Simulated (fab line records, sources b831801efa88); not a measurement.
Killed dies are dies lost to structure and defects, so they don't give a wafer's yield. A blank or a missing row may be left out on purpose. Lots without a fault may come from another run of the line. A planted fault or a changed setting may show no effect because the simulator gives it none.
fab line records | flow gf180mcu
record lots=12 wafers=36 last_day=34
route steps=602 shown M2@365 V3@451 M4@458
lots that met no fault: from a run of the same line without faults
start_h: hours from the record's first day to the start of the lot's first wafer shown | wait_h: hours since the lot's step before | " the same as in the row above | L1.1+2: a row that stands for several wafers | - no value, or no start given | * or withheld: withheld | < > ~ a bound
route shown NAME@n: a module of which the file shows steps, and the number in the route of the first | usual: mean/standard deviation of fault-free wafers | same: alike in all rows | chamber/n: place in a boat | sites: the reading at each site | _std_site: their standard deviation | _edge_site: outer sites' mean less inner sites' | radius_mm: how far each site lies from the wafer's centre | mask NAME#n: copy n | behind: the tool/chamber that last shaped the wafer | hold: why the lot was held/for how many hours/how that ended | device: the transistor (n, p or np) that didn't switch | end of line: the same wafers' tests at the end of the route | a step without rows: its recipe alone | killed: dies lost to structure and defects at the first sort, not the wafer's yield | map: a wafer's dies, x killed, . not, _ none there
set.NAME: the setting as run; set.NAME@STEP: as run at that earlier step | model.NAME: the simulator's own value behind a step, which no gauge read
steps of the route over a sample of lots; a table a step, a row a wafer
services: from which hour (start_h, from the record's first day; less than 0 if before it) a tool's chamber was out of use, for how many hours, and why
## steps
# step GF_M2_SPUTTER_03
# recipe material=Ti target_thk_nm=10 substrate_temp_c=300 chamber_pressure_pa=0.3 power_w=3000 time_s=6.7
# usual throttle_valve_pct=30.4/0.8
# columns lot.wafer tool chamber start_h wait_h throttle_valve_pct
L460.1 pvd_sputter-02 - 414.27 0.0 29.8
L460.2 " - " " 30.1
L460.3 " - " " 31.8
L462.2 pvd_sputter-02 - 429.23 0.0 30.6
L462.3 " - " " 30.1
L462.6 " - " " 31.0
L464.2 pvd_sputter-02 - 461.04 0.0 30.5
L464.3 " - " " 30.5
L464.6 " - " " 30.8
L465.1 pvd_sputter-03 - 464.70 0.0 31.6
L465.4 " - " " 30.3
L465.6 " - " " 31.6
L466.1 pvd_sputter-02 - 469.43 0.0 30.4
L466.3 " - " " 31.9
L466.5 " - " " 30.5
L471.2 pvd_sputter-03 - 511.29 0.0 30.4
L471.3 " - " " 30.1
L471.5 " - " " 29.9
L475.2 pvd_sputter-02 - 548.96 0.0 30.5
L475.5 " - " " 30.6
L475.6 " - " " 30.5
L477.3 pvd_sputter-02 - 561.51 0.0 30.4
L477.4 " - " " 32.0
L477.6 " - " " 30.7
L479.2 pvd_sputter-03 - 580.68 0.0 30.3
L479.3 " - " " 31.8
L479.4 " - " " 30.1
L480.2 pvd_sputter-03 - 583.79 0.0 31.7
L480.5 " - " " 30.4
L480.6 " - " " 30.0
L482.1 pvd_sputter-02 - 597.16 0.0 29.8
L482.3 " - " " 32.3
L482.5 " - " " 30.0
L483.1 pvd_sputter-03 - 608.02 0.0 29.7
L483.2 " - " " 31.4
L483.5 " - " " 30.6
# step GF_M2_SPUTTER_04
# recipe material=TiN target_thk_nm=50 power_w=6500 time_s=41.7 chamber_pressure_pa=0.4
# usual throttle_valve_pct=30.5/0.77
# columns lot.wafer tool chamber start_h wait_h throttle_valve_pct
L460.1 pvd_sputter-02 - 414.29 0.0 29.9
L460.2 " - " " 30.4
L460.3 " - " " 31.9
L462.2 pvd_sputter-02 - 429.25 0.0 30.5
L462.3 " - " " 30.2
L462.6 " - " " 30.6
L464.2 pvd_sputter-02 - 461.06 0.0 30.8
L464.3 " - " " 30.5
L464.6 " - " " 30.5
L465.1 pvd_sputter-03 - 464.72 0.0 31.7
L465.4 " - " " 30.7
L465.6 " - " " 31.7
L466.1 pvd_sputter-02 - 469.46 0.0 30.3
L466.3 " - " " 31.6
L466.5 " - " " 30.5
L471.2 pvd_sputter-03 - 511.31 0.0 30.2
L471.3 " - " " 30.1
L471.5 " - " " 29.9
L475.2 pvd_sputter-02 - 548.99 0.0 31.0
L475.5 " - " " 30.5
L475.6 " - " " 30.3
L477.3 pvd_sputter-02 - 561.53 0.0 30.1
L477.4 " - " " 31.8
L477.6 " - " " 30.5
L479.2 pvd_sputter-03 - 580.70 0.0 30.0
L479.3 " - " " 31.8
L479.4 " - " " 30.1
L480.2 pvd_sputter-03 - 583.81 0.0 31.7
L480.5 " - " " 30.5
L480.6 " - " " 30.0
L482.1 pvd_sputter-02 - 597.18 0.0 30.1
L482.3 " - " " 32.0
L482.5 " - " " 29.8
L483.1 pvd_sputter-03 - 608.04 0.0 30.1
L483.2 " - " " 31.6
L483.5 " - " " 30.5
# step GF_V3_SPUTTER_22
# recipe material=TiN target_thk_nm=10 chamber_pressure_pa=5 power_w=4000 time_s=40
# usual throttle_valve_pct=30.4/0.84
# columns lot.wafer tool chamber start_h wait_h throttle_valve_pct
L460.1 pvd_sputter-01 - 516.27 0.0 29.5
L460.2 " - " " 29.3
L460.3 " - " " 29.7
L462.2 pvd_sputter-01 - 530.79 0.0 31.2
L462.3 " - " " 29.7
L462.6 " - " " 29.7
L464.2 pvd_sputter-01 - 558.79 0.0 29.1
L464.3 " - " " 29.6
L464.6 " - " " 31.0
L465.1 pvd_sputter-04 - 576.89 0.0 29.6
L465.4 " - " " 30.8
L465.6 " - " " 32.3
L466.1 pvd_sputter-03 - 577.36 0.0 32.0
L466.3 " - " " 30.3
L466.5 " - " " 29.9
L471.2 pvd_sputter-03 - 604.31 0.0 31.6
L471.3 " - " " 29.9
L471.5 " - " " 31.6
L475.2 pvd_sputter-01 - 637.93 0.0 29.5
L475.5 " - " " 29.8
L475.6 " - " " 31.3
L477.3 pvd_sputter-01 - 650.52 0.0 29.9
L477.4 " - " " 29.2
L477.6 " - " " 29.9
L479.2 pvd_sputter-04 - 667.54 0.0 31.1
L479.3 " - " " 32.4
L479.4 " - " " 30.3
L480.2 pvd_sputter-04 - 670.55 0.0 32.3
L480.5 " - " " 29.8
L480.6 " - " " 30.5
L482.1 pvd_sputter-03 - 682.37 0.0 30.0
L482.3 " - " " 31.4
L482.5 " - " " 30.5
L483.1 pvd_sputter-03 - 692.96 0.0 31.4
L483.2 " - " " 29.8
L483.5 " - " " 29.9
# step GF_M4_SPUTTER_02
# recipe material=AlCu target_thk_nm=450 power_w=10600 time_s=23.9 chamber_pressure_pa=0.4
# usual throttle_valve_pct=30.3/0.85
# columns lot.wafer tool chamber start_h wait_h throttle_valve_pct
L460.1 pvd_sputter-03 - 517.03 0.0 30.2
L460.2 " - " " 29.7
L460.3 " - " " 30.3
L462.2 pvd_sputter-03 - 531.55 0.0 30.1
L462.3 " - " " 31.6
L462.6 " - " " 30.4
L464.2 pvd_sputter-02 - 559.55 0.0 32.1
L464.3 " - " " 31.0
L464.6 " - " " 30.3
L465.1 pvd_sputter-03 - 577.65 0.0 29.7
L465.4 " - " " 30.1
L465.6 " - " " 30.4
L466.1 pvd_sputter-02 - 578.12 0.0 30.3
L466.3 " - " " 30.5
L466.5 " - " " 31.9
L471.2 pvd_sputter-01 - 605.07 0.0 29.4
L471.3 " - " " 29.9
L471.5 " - " " 29.1
L475.2 pvd_sputter-02 - 638.69 0.0 30.3
L475.5 " - " " 30.2
L475.6 " - " " 29.9
L477.3 pvd_sputter-02 - 651.28 0.0 31.9
L477.4 " - " " 30.4
L477.6 " - " " 30.3
L479.2 pvd_sputter-01 - 668.30 0.0 30.0
L479.3 " - " " 29.5
L479.4 " - " " 29.0
L480.2 pvd_sputter-01 - 671.31 0.0 29.7
L480.5 " - " " 31.2
L480.6 " - " " 29.2
L482.1 pvd_sputter-01 - 683.13 0.0 31.3
L482.3 " - " " 29.1
L482.5 " - " " 29.6
L483.1 pvd_sputter-01 - 693.72 0.0 29.2
L483.2 " - " " 31.4
L483.5 " - " " 29.1
# step GF_M4_RS_MEAS_05
# recipe thk_meas_gauge=four-point-probe reads=TiN_of_M4_SPUTTER_04+Ti_of_M4_SPUTTER_03+AlCu_of_M4_SPUTTER_02+TiN_of_M4_SPUTTER_01+Ti_of_M4_SPUTTER_00
# usual M4_ALCU_RS=0.0694/0.00083
# columns lot.wafer tool chamber start_h wait_h hold M4_ALCU_RS[ohm/sq]
L460.1 film_metro-02 - 517.12 0.0 - 0.0698
L460.2 " - " " - 0.0705
L460.3 " - " " - 0.0697
L462.2 film_metro-02 - 531.66 0.0 - 0.0695
L462.3 " - " " - 0.0697
L462.6 " - " " - 0.0694
L464.2 film_metro-03 - 559.66 0.0 - 0.0690
L464.3 " - " " - 0.0692
L464.6 " - " " - 0.0690
L465.1 film_metro-03 - 577.74 0.0 - 0.0703
L465.4 " - " " - 0.0686
L465.6 " - " " - 0.0687
L466.1 film_metro-04 - 578.21 0.0 - 0.0703
L466.3 " - " " - 0.0706
L466.5 " - " " - 0.0701
L471.2 film_metro-03 - 605.18 0.0 - 0.0679
L471.3 " - " " - 0.0682
L471.5 " - " " - 0.0688
L475.2 film_metro-02 - 638.80 0.0 await_dispo/0.2h/release 0.0654
L475.5 " - " " await_dispo/0.2h/release 0.0678
L475.6 " - " " await_dispo/0.2h/release 0.0656
L475.2 film_metro-02 - 639.09 0.3 - 0.0655
L475.5 " - " " - 0.0677
L475.6 " - " " - 0.0657
L477.3 film_metro-04 - 651.41 0.1 await_dispo/0.2h/release 0.0687
L477.4 " - " " await_dispo/0.2h/release 0.0672
L477.6 " - " " await_dispo/0.2h/release 0.0660
L477.3 film_metro-04 - 651.70 0.3 - 0.0688
L477.4 " - " " - 0.0672
L477.6 " - " " - 0.0659
L479.2 film_metro-02 - 668.41 0.0 - 0.0710
L479.3 " - " " - 0.0701
L479.4 " - " " - 0.0705
L480.2 film_metro-04 - 671.42 0.0 - 0.0694
L480.5 " - " " - 0.0692
L480.6 " - " " - 0.0697
L482.1 film_metro-04 - 683.22 0.0 - 0.0699
L482.3 " - " " - 0.0703
L482.5 " - " " - 0.0698
L483.1 film_metro-02 - 693.81 0.0 - 0.0695
L483.2 " - " " - 0.0693
L483.5 " - " " - 0.0696
# step GF_M4_THK_MEAS_06
# recipe thk_meas_gauge=xrf reads=AlCu_of_M4_SPUTTER_02
# usual M4_ALCU_THK=449/6
# columns lot.wafer tool chamber start_h wait_h hold M4_ALCU_THK[nm]
L460.1 film_metro-02 - 517.24 0.1 - 452
L460.2 " - " " - 446
L460.3 " - " " - 448
L462.2 film_metro-02 - 531.77 0.1 - 455
L462.3 " - " " - 453
L462.6 " - " " - 454
L464.2 film_metro-03 - 559.77 0.1 - 448
L464.3 " - " " - 447
L464.6 " - " " - 451
L465.1 film_metro-03 - 577.86 0.1 - 441
L465.4 " - " " - 455
L465.6 " - " " - 451
L466.1 film_metro-04 - 578.33 0.1 - 443
L466.3 " - " " - 440
L466.5 " - " " - 444
L471.2 film_metro-03 - 605.29 0.1 - 458
L471.3 " - " " - 458
L471.5 " - " " - 454
L475.2 film_metro-02 - 640.74 1.6 await_dispo/0.2h/release 481
L475.5 " - " " await_dispo/0.2h/release 459
L475.6 " - " " await_dispo/0.2h/release 474
L475.2 film_metro-02 - 640.97 0.2 - 475
L475.5 " - " " - 460
L475.6 " - " " - 474
L477.3 film_metro-04 - 656.56 4.8 await_dispo/0.2h/release 450
L477.4 " - " " await_dispo/0.2h/release 462
L477.6 " - " " await_dispo/0.2h/release 471
L477.3 film_metro-04 - 656.78 0.2 - 452
L477.4 " - " " - 459
L477.6 " - " " - 472
L479.2 film_metro-02 - 668.52 0.1 - 440
L479.3 " - " " - 447
L479.4 " - " " - 444
L480.2 film_metro-04 - 671.53 0.1 - 447
L480.5 " - " " - 447
L480.6 " - " " - 444
L482.1 film_metro-04 - 683.34 0.1 - 444
L482.3 " - " " - 439
L482.5 " - " " - 444
L483.1 film_metro-02 - 693.93 0.1 - 451
L483.2 " - " " - 452
L483.5 " - " " - 451
## services
# columns tool chamber start_h hours kind
pvd_sputter-02 2 394.66 - consumable_replace:kit
pvd_sputter-02 2 394.66 18.0 scheduled_down
pvd_sputter-02 2 394.66 18.0 vent_cycle
pvd_sputter-03 0 417.33 - consumable_replace:kit
pvd_sputter-03 0 417.33 18.0 scheduled_down
pvd_sputter-03 0 417.33 18.0 vent_cycle
pvd_sputter-03 - 485.76 4.1 repair
pvd_sputter-01 - 539.58 2.1 repair
pvd_sputter-03 - 565.80 0.5 repair
pvd_sputter-01 - 572.49 0.8 repair
pvd_sputter-02 1 579.61 - consumable_replace:kit
pvd_sputter-02 1 579.61 18.0 scheduled_down
pvd_sputter-02 1 579.61 18.0 vent_cycle
pvd_sputter-01 2 581.63 - consumable_replace:kit
pvd_sputter-01 2 581.63 18.0 scheduled_down
pvd_sputter-01 2 581.63 18.0 vent_cycle
pvd_sputter-04 - 582.23 1.4 repair
pvd_sputter-03 3 621.06 - consumable_replace:kit
pvd_sputter-03 3 621.06 18.0 scheduled_down
pvd_sputter-03 3 621.06 18.0 vent_cycle
pvd_sputter-03 - 673.34 1.7 repair
## key
first_sign step=GF_M4_RS_MEAS_05 reading=visit direction=added
effect step=GF_M4_RS_MEAS_05 reading=M4_ALCU_RS direction=down sigmas=4 usual=0.0694 struck=0.0661
effect step=GF_M4_THK_MEAS_06 reading=visit direction=added
met_at GF_M4_SPUTTER_02
struck_lots L475,L477
struck_wafers L475.2,L475.6,L477.4,L477.6
not_acting_at GF_M2_SPUTTER_03,GF_M2_SPUTTER_04,GF_V3_SPUTTER_22
onset_between 578.12 638.69
fault kind=process_parameter_drift tool=pvd_sputter-02 chamber=- onset_h=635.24 steps=GF_M4_SPUTTER_02 channel=time_s offset=* shape=step end_h=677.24 scope=struck_wafers_only acts_in=* stated=*
